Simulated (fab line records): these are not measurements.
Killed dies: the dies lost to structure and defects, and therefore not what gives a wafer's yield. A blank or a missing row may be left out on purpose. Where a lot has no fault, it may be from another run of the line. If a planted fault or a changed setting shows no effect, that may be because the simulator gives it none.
A lot that was struck, set against a sound lot :: flow sky130 :: 21 out of 708 route steps
Sound: the wafers L112.4, L112.5, L112.6. Wafers struck: L121.1, L121.2, L121.4. The cause comes at the end.
Each step with rows lists, per side, the tool, then ch with its chambers, then its first start. Under that, the readings that differ: sound wafers :: struck wafers :: difference of the means :: sigmas: that difference in standard deviations of wafers without a fault.
alike: a reading whose means differ by less than 2 such deviations, as well as words and numbers matching on both sides. not compared: withheld readings; readings where some wafer has no value; bounds like >300 that might hide an equal value; numbers whose values overlap and for which the record gives no deviation.
The two part at a step that has a row with sigmas, a row that says differs or no value, or rows on one side only. Numbers that don't overlap but have no deviation are shown without sigmas and don't part them. A reading that every wafer of one side lacks parts them only if that side has two wafers or more.

first, 1 step without rows for these wafers: SKY_RES_XHIGH_IMPLANT_07.
SKY_RES_XHIGH_STRIP_08: strips in O2/N2.
  sound on plasmaAsher-03 ch 0,1, day 29 06:32; struck on plasmaAsher-02 ch 0,1, day 31 13:09
reading: stripTimeToEndpointS (s)
sound: 14.38 14.32 14.38
struck: 14.26 14.24 14.19
difference: -0.13
sigmas: -3
  alike: drypumpMotorCurrentA, oesProductAu
  not compared: rfHoursCounterH
SKY_RES_XHIGH_TW_MEAS_09:
  sound: filmMetro-04 at day 29 06:37; struck: filmMetro-04 at day 31 13:15
  alike: RES_XHIGH_TW
then, 7 steps without rows for these wafers: SKY_SD_N_DEHYDRATE_00 (time 60 s); SKY_SD_N_HMDS_01 (prime time 60 s); SKY_SD_N_COAT_02 (resist thk 1140 nm); SKY_SD_N_SOFTBAKE_03 (time 60 s); SKY_SD_N_EXPOSE_04 (exposes mask NSDM, target cd 380 nm); SKY_SD_N_PEB_05; SKY_SD_N_DEVELOP_06 (develop time 60 s).
SKY_SD_N_CD_MEAS_07: target cd 380 nm.
  sound: cdSem-02 at day 30 10:15; struck: cdSem-01 at day 32 15:35
  alike: cdNm
SKY_SD_N_OVL_MEAS_08:
  sound: overlay-01 at day 30 10:20; struck: overlay-02 at day 32 15:43
  alike: SD_N_OVL
SKY_SD_N_IMPLANT_09:
  sound on implanter-03 ch 0, day 30 10:25; struck on implanter-03 ch 0, day 32 15:45
reading: beamOnS (s)
sound: 18.6 17.8 17.9
struck: 10.2 9.9 10.0
difference: -8.1
sigmas: -13

reading: doseIonsCm2
sound: 3.996e+15 4.001e+15 3.998e+15
struck: 1.096e+15 1.097e+15 1.096e+15
difference: -2.902e+15
sigmas: -99 or more

reading: endStationPressureTorr (Torr)
sound: 1.2e-05 1.34e-05 1.21e-05
struck: 9.7e-06 9.5e-06 1.08e-05
difference: -2.5e-06
sigmas: -3

reading: faradayCurrentUA
sound: 11771 12325 12230
struck: 5970 6142 6044
difference: -6057
sigmas: -16
then, 1 step without rows for these wafers: SKY_SD_N_IMPLANT_10.
SKY_SD_N_STRIP_11: strips in O2/N2.
  sound on plasmaAsher-01 ch 0,1, day 30 10:41; struck on plasmaAsher-04 ch 0,1, day 32 16:03
reading: oesProductAu (a.u.)
sound: 0.530 0.527 0.531
struck: 0.592 0.592 0.593
difference: +0.063
sigmas: +15

reading: stripTimeToEndpointS (s)
sound: 22.55 22.51 22.55
struck: 18.24 18.36 18.31
difference: -4.23
sigmas: -99 or more
  alike: drypumpMotorCurrentA
  not compared: rfHoursCounterH
SKY_SD_N_TW_MEAS_12:
  sound: filmMetro-01 at day 30 10:47; struck: filmMetro-03 at day 32 16:09
reading: SD_N_TW
sound: 4033 4035 4027
struck: 3675 3667 3686
difference: -356
sigmas: -6
then, 1 step without rows for these wafers: SKY_SD_N_CLEAN_13 (cleans in SC1/SC2, time 150 s).
SKY_SD_N_RTA_14: time 2 s.
  sound on rtpAnneal-01 ch 0, day 30 10:53; struck on rtpAnneal-02 ch 0, day 32 16:16
  alike: chamberO2Ppm, lampPowerPct, wafer_temp_C_max
SKY_SD_N_RS_MEAS_16: measures by four-point-probe.
  sound: filmMetro-03 at day 30 11:06; struck: filmMetro-03 at day 32 16:26
reading: SD_N_RS (ohm/sq)
sound: 68.72 68.87 68.64
struck: 101.93 100.73 101.44
difference: +32.62
sigmas: +99 or more
SKY_SD_N_RS_MEAS_17: measures by four-point-probe.
  sound: filmMetro-03 at day 30 11:13; struck: filmMetro-03 at day 32 16:34
  alike: SD_P_RS
SKY_PAD_OPEN_PROBE_99:
  the record holds rows for the sound wafers here (prober-01, day 47 12:46) but none for the struck ones

WHERE THEY PART
Earliest at SKY_RES_XHIGH_STRIP_08; latest, in this record, at SKY_PAD_OPEN_PROBE_99.

WHY: the cause the simulator had injected
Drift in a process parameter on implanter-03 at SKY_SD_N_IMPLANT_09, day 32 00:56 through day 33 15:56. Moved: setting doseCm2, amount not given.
